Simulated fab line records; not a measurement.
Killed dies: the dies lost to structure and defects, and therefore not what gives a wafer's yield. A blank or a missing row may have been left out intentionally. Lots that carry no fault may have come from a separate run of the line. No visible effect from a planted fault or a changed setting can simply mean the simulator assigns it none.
fab line records | flow gf180mcu
record lots=12 wafers=36 lastDay=34
route steps=602 shown MIM@511 M5@536 V5@542
lots that met no fault: from a run of the same line without faults
startH: start of the lot's first displayed wafer, in hours after the record's first day | waitH: hours elapsed since this lot's preceding step | " identical to the entry in the row above | L1.1+2: several wafers, shown together as one row | - no value, or no start given | * or withheld: withheld | < > ~ a bound
route shown NAME@n: a module of which the file shows steps, and the number in the route of the first | usual: mean/standard deviation taken from wafers without a fault | same: alike in all rows | chamber/n: place in a boat | sites: per-site readings | _std_site: their standard deviation | _edge_site: outer sites' mean less inner sites' | radiusMm: for every site, how far away it sits from the centre of the wafer | mask NAME#n: copy n | behind: the tool/chamber that last shaped the wafer | hold: what put the lot on hold/how long, in hours/how the hold closed | device: the n, p or np transistor that did not switch | end of line: the route-end tests of the same wafers | a step without rows: its recipe alone | killed: the dies lost at the first sort to structure and to defects; this is not the yield of the wafer | map: per-die view of a wafer (x killed, . not killed, _ where there is no die)
set.NAME: the run value of the setting; set.NAME@STEP: its run value at that earlier step | model.NAME: the simulator's own value behind a step, which no gauge read
one table for each step of the route and one row for each wafer, over a sample of lots
services: when a tool's chamber went out of use (startH, in hours from the record's first day, below 0 if earlier), for how many hours, and the reason
## steps
# step GF_MIM_SPUTTER_08
# recipe material=AlCu targetThkNm=200 powerW=10600 timeS=10.6 chamberPressurePa=0.4
# usual throttleValvePct=29.6/1.2
# columns lot.wafer tool chamber startH waitH throttleValvePct
L790.1 pvdSputter-03 - 597.49 0.0 28.6
L790.2 " - " " 27.6
L790.3 " - " " 31.5
L792.2 pvdSputter-03 - 623.59 0.0 27.7
L792.4 " - " " 31.4
L792.6 " - " " 29.7
L793.1 pvdSputter-04 - 628.84 0.0 27.5
L793.3 " - " " 30.4
L793.4 " - " " 29.8
L794.1 pvdSputter-03 - 628.88 0.0 29.9
L794.2 " - " " 27.9
L794.5 " - " " 27.7
L797.2 pvdSputter-01 - 656.06 0.0 31.1
L797.4 " - " " 30.4
L797.5 " - " " 29.1
L798.2 pvdSputter-03 - 661.11 0.0 27.6
L798.4 " - " " 29.8
L798.5 " - " " 28.6
L799.2 pvdSputter-01 - 671.77 0.0 29.0
L799.3 " - " " 30.4
L799.6 " - " " 30.2
L800.2 pvdSputter-04 - 672.16 0.0 27.6
L800.4 " - " " 30.0
L800.6 " - " " 29.8
L801.1 pvdSputter-01 - 680.58 0.0 30.4
L801.3 " - " " 30.3
L801.4 " - " " 31.2
L806.3 pvdSputter-04 - 712.24 0.0 30.0
L806.4 " - " " 27.6
L806.6 " - " " 27.7
L808.1 pvdSputter-03 - 722.07 0.0 28.9
L808.2 " - " " 31.5
L808.3 " - " " 29.8
L809.1 pvdSputter-04 - 729.96 0.0 29.1
L809.3 " - " " 27.5
L809.6 " - " " 29.4
# step GF_M5_METAL_ETCH_10
# recipe chemistry=Cl2/BCl3 maskMaterial=KrF targetDepthNm=627.5 stopOn=SiO2 pressureMtorr=8 icpW=800 biasW=140 Cl2_flow_sccm=80 bcl3FlowSccm=40 timeS=104.6
# usual chamberPressureMTorr=7.999/0.0072 drypumpMotorCurrentA=6.0/0.58 oesProductAu=0.972/0.0056 rfFwdPowerW=795.5/2.6 throttleValvePct=28.249/0.0099
# columns lot.wafer tool chamber startH waitH chamberPressureMTorr drypumpMotorCurrentA oesProductAu rfFwdPowerW rfHoursCounterH throttleValvePct
L790.1 rieMetal-03 0 639.30 0.0 8.015 5.1 0.962 800.0 6 28.250
L790.2 " 1 " " 8.001 6.2 0.959 793.7 11 28.254
L790.3 " 0 " " 8.003 5.1 0.968 800.8 - 28.250
L792.2 rieMetal-02 1 664.17 0.0 8.006 6.5 0.966 797.5 1 28.243
L792.4 " 1 " " 8.013 6.4 0.970 797.0 - 28.251
L792.6 " 0 " " 8.000 5.7 0.968 796.8 - 28.239
L793.1 rieMetal-03 0 669.69 0.0 8.022 5.1 0.971 797.6 7 28.252
L793.3 " 0 " " 7.999 5.1 0.968 798.3 - 28.258
L793.4 " 0 " " 7.985 5.1 0.976 797.8 - 28.258
L794.1 rieMetal-04 1 670.04 0.0 7.999 6.5 0.970 793.8 14 28.256
L794.2 " 0 " " 8.008 6.7 0.974 794.7 12 28.237
L794.5 " 0 " " 8.002 6.7 0.969 791.8 - 28.262
L797.2 rieMetal-03 0 696.09 0.0 7.996 5.1 0.974 794.0 - 28.250
L797.4 " 0 " " 8.006 5.1 0.973 800.4 - 28.230
L797.5 " 0 " " 8.005 5.1 0.966 795.4 - 28.266
L798.2 rieMetal-04 0 700.74 0.0 8.000 6.7 0.983 788.4 14 28.230
L798.4 " 0 " " 7.993 6.7 0.979 794.9 - 28.237
L798.5 " 0 " " 7.980 6.7 0.976 791.1 - 28.250
L799.2 rieMetal-02 0 710.67 0.0 8.011 5.7 0.975 792.3 7 28.239
L799.3 " 0 " " 8.010 5.7 0.975 795.2 - 28.243
L799.6 " 0 " " 8.007 5.7 0.974 794.5 - 28.240
L800.2 rieMetal-03 0 711.58 0.0 8.002 5.1 0.967 798.0 - 28.266
L800.4 " 0 " " 7.995 5.1 0.973 794.0 - 28.244
L800.6 " 0 " " 7.994 5.1 0.967 796.4 - 28.256
L801.1 rieMetal-03 0 719.99 0.0 7.999 5.1 0.987 802.0 9 28.246
L801.3 " 0 " " 7.997 5.1 0.974 798.1 - 28.240
L801.4 " 1 " " 7.997 6.2 0.977 796.4 - 28.239
L806.3 rieMetal-04 1 748.22 0.1 8.003 6.5 0.973 794.3 - 28.265
L806.4 " 1 " " 8.003 6.5 0.973 795.6 - 28.256
L806.6 " 1 " " 8.014 6.5 0.970 795.2 - 28.253
L808.1 rieMetal-04 1 757.29 0.0 8.000 6.5 0.975 798.9 4 28.232
L808.2 " 1 " " 7.993 6.5 0.967 798.7 - 28.260
L808.3 " 1 " " 8.012 6.5 0.975 795.9 - 28.250
L809.1 rieMetal-02 1 765.51 0.0 8.002 6.4 0.963 792.9 5 28.268
L809.3 " 0 " " 8.005 5.7 0.965 797.5 - 28.246
L809.6 " 1 " " 8.010 6.5 0.973 795.8 - 28.253
# step GF_V5_CVD_02
# recipe material=SiO2 targetThkNm=1450 precursor=TEOS tempC=400 timeS=163.28 rfW=600
# usual heaterPowerW=618/94 rfFwdPowerW=597.9/2
# columns lot.wafer tool chamber startH waitH heaterPowerW rfFwdPowerW
L790.1 pecvd-02 1 640.05 0.1 715 594.6
L790.2 " 2 " " 734 598.2
L790.3 " 0 " " 530 599.6
L792.2 pecvd-02 2 664.92 0.0 742 596.9
L792.4 " 2 " " 613 600.5
L792.6 " 1 " " 596 603.9
L793.1 pecvd-02 1 670.59 0.1 650 600.1
L793.3 " 1 " " 705 598.9
L793.4 " 2 " " 755 597.9
L794.1 pecvd-04 1 670.80 0.1 579 596.8
L794.2 " 2 " " 638 597.6
L794.5 " 2 " " 752 598.3
L797.2 pecvd-02 2 696.91 0.0 660 598.2
L797.4 " 2 " " 728 598.9
L797.5 " 0 " " 524 595.7
L798.2 pecvd-04 2 701.49 0.0 723 598.5
L798.4 " 1 " " 511 597.6
L798.5 " 0 " " 496 599.6
L799.2 pecvd-02 0 711.43 0.0 506 596.7
L799.3 " 1 " " 730 596.4
L799.6 " 2 " " 607 596.0
L800.2 pecvd-02 2 712.44 0.0 711 601.0
L800.4 " 0 " " 480 601.5
L800.6 " 1 " " 596 601.0
L801.1 pecvd-03 2 720.74 0.1 654 599.1
L801.3 " 1 " " 671 598.0
L801.4 " 2 " " 555 600.3
L806.3 pecvd-03 1 749.06 0.0 547 595.7
L806.4 " 2 " " 562 600.2
L806.6 " 1 " " 598 599.6
L808.1 pecvd-04 0 758.15 0.1 598 596.3
L808.2 " 1 " " 514 598.3
L808.3 " 2 " " 648 597.0
L809.1 pecvd-04 2 766.30 0.1 688 597.4
L809.3 " 1 " " 540 595.4
L809.6 " 0 " " 612 598.5
# step GF_V5_THK_MEAS_03
# recipe reads=SiO2_of_V5_CVD_02
# usual V5_CVD_02_THK=1453/20
# columns lot.wafer tool chamber startH waitH V5_CVD_02_THK[nm]
L790.1 filmMetro-03 - 640.17 0.1 1447
L790.2 " - " " 1423
L790.3 " - " " 1447
L792.2 filmMetro-02 - 665.09 0.1 1404
L792.4 " - " " 1434
L792.6 " - " " 1462
L793.1 filmMetro-03 - 670.76 0.1 1455
L793.3 " - " " 1465
L793.4 " - " " 1443
L794.1 filmMetro-02 - 670.91 0.1 1433
L794.2 " - " " 1427
L794.5 " - " " 1466
L797.2 filmMetro-02 - 697.03 0.1 1451
L797.4 " - " " 1474
L797.5 " - " " 1476
L798.2 filmMetro-03 - 701.61 0.1 1441
L798.4 " - " " 1478
L798.5 " - " " 1480
L799.2 filmMetro-02 - 711.55 0.1 1459
L799.3 " - " " 2002
L799.6 " - " " 1993
L800.2 filmMetro-03 - 712.55 0.1 1423
L800.4 " - " " 1451
L800.6 " - " " 1979
L801.1 filmMetro-03 - 720.85 0.1 1443
L801.3 " - " " 1417
L801.4 " - " " 1455
L806.3 filmMetro-03 - 749.20 0.1 1447
L806.4 " - " " 1502
L806.6 " - " " 1485
L808.1 filmMetro-03 - 758.26 0.1 1442
L808.2 " - " " 1453
L808.3 " - " " 1433
L809.1 filmMetro-03 - 766.41 0.1 1442
L809.3 " - " " 1441
L809.6 " - " " 1502
# step GF_V5_BOW_MEAS_05
# recipe mode=bow
# usual V5_BOW=136/9.5
# columns lot.wafer tool chamber startH waitH V5_BOW[um]
L790.1 filmMetro-02 - 640.53 0.1 137
L790.2 " - " " 126
L790.3 " - " " 133
L792.2 filmMetro-03 - 665.46 0.2 138
L792.4 " - " " 139
L792.6 " - " " 140
L793.1 filmMetro-03 - 671.12 0.1 118
L793.3 " - " " 121
L793.4 " - " " 137
L794.1 filmMetro-02 - 671.37 0.1 146
L794.2 " - " " 152
L794.5 " - " " 134
L797.2 filmMetro-02 - 697.40 0.1 125
L797.4 " - " " 135
L797.5 " - " " 143
L798.2 filmMetro-01 - 701.98 0.2 136
L798.4 " - " " 136
L798.5 " - " " 142
L799.2 filmMetro-01 - 711.92 0.3 129
L799.3 " - " " 138
L799.6 " - " " 129
L800.2 filmMetro-03 - 712.92 0.1 134
L800.4 " - " " 137
L800.6 " - " " 139
L801.1 filmMetro-03 - 721.21 0.1 141
L801.3 " - " " 130
L801.4 " - " " 137
L806.3 filmMetro-01 - 749.58 0.2 139
L806.4 " - " " 144
L806.6 " - " " 146
L808.1 filmMetro-01 - 758.62 0.1 140
L808.2 " - " " 137
L808.3 " - " " 142
L809.1 filmMetro-02 - 766.97 0.2 140
L809.3 " - " " 130
L809.6 " - " " 141
## services
# columns tool chamber startH hours kind
rieMetal-04 - 578.30 1.3 repair
rieMetal-03 - 579.78 1.4 repair
pecvd-02 - 591.12 14.0 pm
pecvd-02 0 591.12 14.0 ventCycle
pecvd-02 1 591.12 14.0 ventCycle
pecvd-02 2 591.12 14.0 ventCycle
pvdSputter-01 - 593.55 0.6 repair
pvdSputter-03 - 602.32 6.1 repair
pecvd-02 0 605.12 - clean
pecvd-03 - 615.59 5.8 repair
pvdSputter-04 - 619.01 0.9 repair
pecvd-02 - 622.52 5.5 pm
pecvd-04 - 623.83 2.6 repair
pvdSputter-03 - 650.60 0.7 repair
rieMetal-03 - 651.88 2.8 pm
rieMetal-03 1 658.58 17.4 repair
pecvd-02 0 662.03 15.4 repair
pvdSputter-01 - 662.82 0.5 repair
rieMetal-03 - 694.14 0.6 repair
pvdSputter-01 - 697.10 1.8 repair
pecvd-02 1 733.07 4.3 repair
rieMetal-03 - 739.47 1.4 pm
rieMetal-04 0 745.27 29.9 repair
rieMetal-04 1 764.15 4.5 repair
## key
firstSign step=GF_V5_THK_MEAS_03 reading=V5_CVD_02_THK direction=up sigmas=28 usual=1453 struck=1991
effect none on later readings
metAt GF_V5_CVD_02
struckLots L799,L800
struckWafers L799.3,L799.6,L800.6
notActingAt GF_MIM_SPUTTER_08,GF_M5_METAL_ETCH_10,GF_V5_BOW_MEAS_05
onsetBetween 696.91 711.43
fault kind=processParameterDrift tool=pecvd-02 chamber=- onsetH=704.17 steps=GF_V5_CVD_02 channel=targetThkNm offset=516.94 shape=step endH=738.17 scope=struckWafersOnly actsIn=theseRecipesOnly stated=1450
